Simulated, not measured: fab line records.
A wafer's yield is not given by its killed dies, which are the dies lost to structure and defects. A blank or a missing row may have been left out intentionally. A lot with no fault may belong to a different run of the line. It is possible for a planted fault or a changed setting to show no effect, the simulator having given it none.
fab line records    flow sky130
record lots=11  wafers=33  last-day=50
route steps=708 shown SD_N@356 LI_CONTACT@385 CONTACT@411
lots untouched by any fault: they come from a run of this same line in which no faults occurred
start-h: hours from the record's opening day to when the first of the lot's shown wafers began    wait-h: hours elapsed since this lot's preceding step    " unchanged from the row above    L1.1+2: a single row standing in for several wafers    - value missing, or start not given    * or withheld: withheld    < > ~ a bound
route shown NAME@n: NAME is a module with steps in the file, n the number in the route of the first one    usual: mean/standard deviation of fault-free wafers    same: alike in all rows    chamber/n: place in a boat    sites: per-site readings    _std_site: standard deviation across them    _edge_site: mean of outer sites minus mean of inner sites    radius-mm: how far each site lies from the wafer's centre    mask NAME#n: copy n    behind: the last tool/chamber to shape the wafer    hold: why the lot was held/for how many hours/how that ended    device: the transistor (n, p or np) that didn't switch    end of line: at the end of the route, the tests of the same wafers    step lacking rows: just its recipe    killed: at the first sort, the dies lost to defects and structure; wafer yield is something else    map: a wafer's dies, x killed, . not, _ none there
set.NAME: the setting the step ran with; set.NAME@STEP: the setting that earlier step ran with    model.NAME: the simulator's own value behind a step, which no gauge read
steps of the route over a sample of lots; a table a step, a row a wafer
services: the hour from which a tool's chamber was out of use, counted from the record's first day as start-h (under 0 if before that day), plus the number of hours and why
## steps
# step SKY_SD_N_RTA_14
# recipe temp-c=1075  time-s=2  idle-temp-c=650  ramp-up-c-per-s=150  ramp-down-c-per-s=90  ambient=N2
# usual lamp-power-pct=15.73/0.051  wafer_temp_C_max=1078.0/1.2
# same time-s=2
lot.wafer  tool           chamber  start-h  wait-h  lamp-power-pct  wafer_temp_C_max
L371.1     rtp-anneal-02  0        636.69   0.0     15.87           1079.1
L371.2     "              0        "        "       15.80           1076.5
L371.3     "              0        "        "       15.74           1081.3
L373.2     rtp-anneal-02  0        691.88   0.0     15.82           1078.2
L373.3     "              0        "        "       15.78           1077.7
L373.5     "              0        "        "       15.70           1079.0
L378.1     rtp-anneal-01  0        704.12   0.0     15.70           1080.2
L378.4     "              0        "        "       15.75           1079.2
L378.5     "              0        "        "       15.81           1079.3
L379.1     rtp-anneal-02  0        706.67   0.0     15.76           1078.0
L379.5     "              0        "        "       15.69           1077.2
L379.6     "              0        "        "       15.62           1077.2
L381.1     rtp-anneal-02  0        728.78   0.0     15.78           1078.5
L381.4     "              0        "        "       15.66           1079.0
L381.6     "              0        "        "       15.66           1077.4
L382.1     rtp-anneal-01  0        741.87   0.0     15.73           1078.1
L382.4     "              0        "        "       15.68           1078.9
L382.5     "              0        "        "       15.66           1078.6
L383.4     rtp-anneal-02  0        754.60   0.0     15.73           1077.2
L383.5     "              0        "        "       15.69           1078.8
L383.6     "              0        "        "       15.78           1079.1
L384.1     rtp-anneal-01  0        759.04   0.0     15.74           1078.9
L384.2     "              0        "        "       15.84           1078.7
L384.3     "              0        "        "       15.66           1079.1
L392.2     rtp-anneal-02  0        809.73   0.0     15.73           1077.5
L392.5     "              0        "        "       15.60           1076.0
L392.6     "              0        "        "       15.84           1076.8
L393.1     rtp-anneal-02  0        817.07   0.0     15.71           1077.7
L393.2     "              0        "        "       15.74           1076.5
L393.5     "              0        "        "       15.72           1078.4
L394.2     rtp-anneal-01  0        823.09   0.0     15.69           1080.3
L394.3     "              0        "        "       15.78           1079.2
L394.5     "              0        "        "       15.72           1076.6
# step SKY_LI_CONTACT_THK_MEAS_23
# recipe thk-meas-gauge=xrf  reads=W_of_LI_CONTACT_CVD_21
# usual LI_CONTACT_W_THK=396/9.3
lot.wafer  tool           chamber  start-h  wait-h  LI_CONTACT_W_THK[nm]
L371.1     film-metro-03  -        666.71   0.1     398
L371.2     "              -        "        "       393
L371.3     "              -        "        "       393
L373.2     film-metro-04  -        722.83   0.1     389
L373.3     "              -        "        "       393
L373.5     "              -        "        "       395
L378.1     film-metro-04  -        734.20   0.1     401
L378.4     "              -        "        "       413
L378.5     "              -        "        "       418
L379.1     film-metro-02  -        735.74   0.1     386
L379.5     "              -        "        "       388
L379.6     "              -        "        "       390
L381.1     film-metro-04  -        757.85   0.1     395
L381.4     "              -        "        "       397
L381.6     "              -        "        "       388
L382.1     film-metro-04  -        770.44   0.1     402
L382.4     "              -        "        "       389
L382.5     "              -        "        "       407
L383.4     film-metro-03  -        783.73   0.1     389
L383.5     "              -        "        "       388
L383.6     "              -        "        "       402
L384.1     film-metro-02  -        787.39   0.1     401
L384.2     "              -        "        "       411
L384.3     "              -        "        "       417
L392.2     film-metro-03  -        837.38   0.1     384
L392.5     "              -        "        "       387
L392.6     "              -        "        "       387
L393.1     film-metro-03  -        845.27   0.1     405
L393.2     "              -        "        "       387
L393.5     "              -        "        "       403
L394.2     film-metro-02  -        851.20   0.1     393
L394.3     "              -        "        "       394
L394.5     "              -        "        "       397
# step SKY_CONTACT_BOW_MEAS_05
# recipe mode=bow
# usual CONTACT_BOW=81/6.1
lot.wafer  tool           chamber  start-h  wait-h  CONTACT_BOW[um]
L371.1     film-metro-03  -        696.29   0.2     86
L371.2     "              -        "        "       86
L371.3     "              -        "        "       85
L373.2     film-metro-01  -        752.48   0.1     90
L373.3     "              -        "        "       92
L373.5     "              -        "        "       75
L378.1     film-metro-04  -        763.45   0.2     87
L378.4     "              -        "        "       79
L378.5     "              -        "        "       86
L379.1     film-metro-04  -        764.89   0.2     75
L379.5     "              -        "        "       85
L379.6     "              -        "        "       77
L381.1     film-metro-01  -        786.60   0.1     79
L381.4     "              -        "        "       79
L381.6     "              -        "        "       75
L382.1     film-metro-04  -        799.32   0.2     91
L382.4     "              -        "        "       82
L382.5     "              -        "        "       76
L383.4     film-metro-01  -        812.51   0.3     79
L383.5     "              -        "        "       79
L383.6     "              -        "        "       75
L384.1     film-metro-04  -        815.43   0.2     85
L384.2     "              -        "        "       75
L384.3     "              -        "        "       82
L392.2     film-metro-01  -        865.71   0.2     77
L392.5     "              -        "        "       85
L392.6     "              -        "        "       87
L393.1     film-metro-04  -        872.98   0.2     79
L393.2     "              -        "        "       75
L393.5     "              -        "        "       79
L394.2     film-metro-04  -        878.06   0.2     82
L394.3     "              -        "        "       80
L394.5     "              -        "        "       72
# step SKY_CONTACT_CVD_24
# recipe material=W  target-thk-nm=340  time-s=102.12  temp-c=400  pressure-torr=40
# usual heater-power-w=840/43
lot.wafer  tool      chamber  start-h  wait-h  heater-power-w
L371.1     cvd-w-01  0        725.71   0.0     865
L371.2     "         1        "        "       875
L371.3     "         1        "        "       896
L373.2     cvd-w-01  1        780.32   0.1     883
L373.3     "         1        "        "       881
L373.5     "         1        "        "       877
L378.1     cvd-w-02  0        791.48   0.0     856
L378.4     "         1        "        "       782
L378.5     "         0        "        "       834
L379.1     cvd-w-02  1        792.38   0.0     781
L379.5     "         0        "        "       862
L379.6     "         1        "        "       805
L381.1     cvd-w-02  1        813.97   0.0     778
L381.4     "         1        "        "       802
L381.6     "         1        "        "       774
L382.1     cvd-w-02  0        826.80   0.0     840
L382.4     "         0        "        "       859
L382.5     "         1        "        "       770
L383.4     cvd-w-02  1        839.22   0.1     781
L383.5     "         0        "        "       859
L383.6     "         1        "        "       789
L384.1     cvd-w-02  1        842.43   0.0     767
L384.2     "         0        "        "       842
L384.3     "         1        "        "       762
L392.2     cvd-w-02  0        893.27   0.0     867
L392.5     "         0        "        "       873
L392.6     "         1        "        "       790
L393.1     cvd-w-02  1        900.10   0.0     775
L393.2     "         0        "        "       859
L393.5     "         0        "        "       865
L394.2     cvd-w-01  0        904.86   0.0     863
L394.3     "         0        "        "       875
L394.5     "         0        "        "       861
# step SKY_CONTACT_RS_MEAS_25
# recipe thk-meas-gauge=four-point-probe  reads=W_of_CONTACT_CVD_24+TiN_of_CONTACT_SPUTTER_23
# usual CONTACT_W_RS=0.337/0.0059
lot.wafer  tool           chamber  start-h  wait-h  CONTACT_W_RS[ohm/sq]
L371.1     film-metro-04  -        725.82   0.1     0.339
L371.2     "              -        "        "       0.342
L371.3     "              -        "        "       0.342
L373.2     film-metro-03  -        780.52   0.2     0.336
L373.3     "              -        "        "       0.337
L373.5     "              -        "        "       0.338
L378.1     film-metro-04  -        791.59   0.1     0.325
L378.4     "              -        "        "       0.338
L378.5     "              -        "        "       0.328
L379.1     film-metro-04  -        792.49   0.1     0.335
L379.5     "              -        "        "       0.320
L379.6     "              -        "        "       0.339
L381.1     film-metro-03  -        814.19   0.2     0.342
L381.4     "              -        "        "       0.341
L381.6     "              -        "        "       0.343
L382.1     film-metro-01  -        826.91   0.1     0.333
L382.4     "              -        "        "       0.333
L382.5     "              -        "        "       0.675
L383.4     film-metro-04  -        839.35   0.1     0.677
L383.5     "              -        "        "       0.333
L383.6     "              -        "        "       0.670
L384.1     film-metro-01  -        842.54   0.1     0.684
L384.2     "              -        "        "       0.332
L384.3     "              -        "        "       0.669
L392.2     film-metro-03  -        893.40   0.1     0.332
L392.5     "              -        "        "       0.332
L392.6     "              -        "        "       0.340
L393.1     film-metro-01  -        900.21   0.1     0.344
L393.2     "              -        "        "       0.331
L393.5     "              -        "        "       0.332
L394.2     film-metro-04  -        904.99   0.1     0.342
L394.3     "              -        "        "       0.339
L394.5     "              -        "        "       0.340
# step SKY_CONTACT_THK_MEAS_26
# recipe thk-meas-gauge=xrf  reads=W_of_CONTACT_CVD_24
# usual CONTACT_W_THK=335/6.3
lot.wafer  tool           chamber  start-h  wait-h  CONTACT_W_THK[nm]
L371.1     film-metro-04  -        725.94   0.1     337
L371.2     "              -        "        "       333
L371.3     "              -        "        "       335
L373.2     film-metro-03  -        780.63   0.1     331
L373.3     "              -        "        "       332
L373.5     "              -        "        "       330
L378.1     film-metro-04  -        791.71   0.1     347
L378.4     "              -        "        "       332
L378.5     "              -        "        "       344
L379.1     film-metro-04  -        792.61   0.1     340
L379.5     "              -        "        "       355
L379.6     "              -        "        "       335
L381.1     film-metro-03  -        814.31   0.1     330
L381.4     "              -        "        "       328
L381.6     "              -        "        "       327
L382.1     film-metro-01  -        827.03   0.1     335
L382.4     "              -        "        "       336
L382.5     "              -        "        "       170
L383.4     film-metro-04  -        839.44   0.1     169
L383.5     "              -        "        "       340
L383.6     "              -        "        "       172
L384.1     film-metro-01  -        842.66   0.1     168
L384.2     "              -        "        "       339
L384.3     "              -        "        "       171
L392.2     film-metro-03  -        893.51   0.1     341
L392.5     "              -        "        "       340
L392.6     "              -        "        "       333
L393.1     film-metro-01  -        900.33   0.1     329
L393.2     "              -        "        "       340
L393.5     "              -        "        "       341
L394.2     film-metro-04  -        905.10   0.1     331
L394.3     "              -        "        "       335
L394.5     "              -        "        "       333
# step SKY_CONTACT_CMP_27
# recipe stop-on=SiO2  t-overpolish-s=15  down-force-psi=3.5  platen-rpm=60  target-thk-nm=0  pad-velocity-m-s=0.94248
# usual motor-current-A=10.9/1  slurry-flow-ml-min=150.0/0.43  time-to-endpoint-s=84/3.7
lot.wafer  tool    chamber  start-h  wait-h  motor-current-A  slurry-flow-ml-min  time-to-endpoint-s
L371.2     cmp-01  1        726.00   0.0     12.5             150.1               83
L371.3     "       2        "        "       10.0             150.7               83
L371.1     "       0        "        "       9.8              150.0               83
L373.2     cmp-01  2        780.68   0.0     10.3             150.0               81
L373.3     "       0        "        "       10.5             149.1               82
L373.5     "       2        "        "       10.2             149.6               80
L378.4     cmp-02  3        791.77   0.0     9.6              149.3               83
L378.1     "       0        "        "       12.1             150.1               87
L378.5     "       3        "        "       10.5             150.0               84
L379.1     cmp-01  0        792.77   0.1     10.6             149.6               81
L379.5     "       2        "        "       10.6             149.7               82
L379.6     "       3        "        "       9.0              149.9               81
L381.1     cmp-02  1        814.37   0.1     12.1             149.4               80
L381.4     "       0        "        "       11.2             150.1               83
L381.6     "       2        "        "       11.4             150.2               79
L382.4     cmp-02  1        827.09   0.0     12.5             150.1               83
L382.1     "       3        "        "       10.3             149.8               80
L382.5     "       2        "        "       11.0             149.6               39
L383.4     cmp-01  0        839.57   0.1     9.2              149.9               46
L383.6     "       2        "        "       10.2             149.4               42
L383.5     "       3        "        "       9.8              149.8               81
L384.3     cmp-01  3        842.77   0.1     10.2             149.8               45
L384.1     "       0        "        "       9.8              150.2               44
L384.2     "       1        "        "       12.3             149.7               83
L392.2     cmp-02  3        893.66   0.1     10.1             151.1               88
L392.6     "       1        "        "       11.8             150.4               85
L392.5     "       2        "        "       10.6             150.0               86
L393.1     cmp-02  1        900.39   0.1     12.5             150.0               83
L393.2     "       0        "        "       11.6             150.2               90
L393.5     "       1        "        "       11.7             150.3               87
L394.2     cmp-02  3        905.25   0.1     10.5             150.0               84
L394.3     "       0        "        "       12.4             149.4               83
L394.5     "       2        "        "       10.3             149.5               81
## services
tool           chamber  start-h  hours  kind
cmp-02         -        615.87   1.5    repair
cvd-w-02       0        619.97   2.6    repair
cmp-02         -        626.88   8.0    pm
cmp-01         -        633.88   0.6    repair
cmp-01         -        644.02   8.8    pm
cvd-w-01       1        644.59   24.0   repair
cmp-01         -        669.34   0.3    repair
cvd-w-01       -        682.53   2.8    pm
cmp-01         -        684.36   3.7    repair
cmp-01         -        685.06   0.5    repair
cmp-01         -        690.83   2.6    repair
cmp-02         -        690.84   1.6    repair
cmp-01         -        694.98   0.8    repair
cmp-01         -        695.74   1.3    repair
cvd-w-02       0        731.36   2.1    repair
cmp-01         -        744.00   4.0    pm
cmp-01         -        748.00   -      consumable-replace:conditioner
cmp-01         -        765.48   1.9    repair
cmp-01         -        799.31   5.4    pm
cvd-w-02       0        811.66   13.0   repair
rtp-anneal-01  -        874.34   4.8    repair
cvd-w-02       -        904.00   14.0   pm
cvd-w-02       0        904.00   14.0   vent-cycle
cvd-w-02       1        904.00   14.0   vent-cycle
## key
first-sign step=SKY_CONTACT_RS_MEAS_25  reading=CONTACT_W_RS  direction=up  sigmas=57  usual=0.337  struck=0.675
effect step=SKY_CONTACT_THK_MEAS_26  reading=CONTACT_W_THK  direction=down  sigmas=26  usual=335  struck=170
effect step=SKY_CONTACT_CMP_27  reading=time-to-endpoint-s  direction=down  sigmas=11  usual=*  struck=*
met-at SKY_CONTACT_CVD_24
struck-lots L382,L383,L384
struck-wafers L382.5,L383.4,L383.6,L384.1,L384.3
tester-left-out L382,L383,L384
not-acting-at SKY_SD_N_RTA_14,SKY_LI_CONTACT_THK_MEAS_23,SKY_CONTACT_BOW_MEAS_05
onset-between 813.97 826.80
fault kind=process-parameter-drift  tool=cvd-w-02  chamber=1  onset-h=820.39  steps=SKY_CONTACT_CVD_24  channel=target-thk-nm  offset=-161.71  shape=step  end-h=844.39  acts-in=these-recipes-only  stated=340
# tester-left-out: of these lots the tester's yield and bins aren't shown, on N5 and GAA mostly nor the transistor test; their killed dies are dies lost to structure and defects alone, not to doping, threshold or leakage, so they don't give the yield
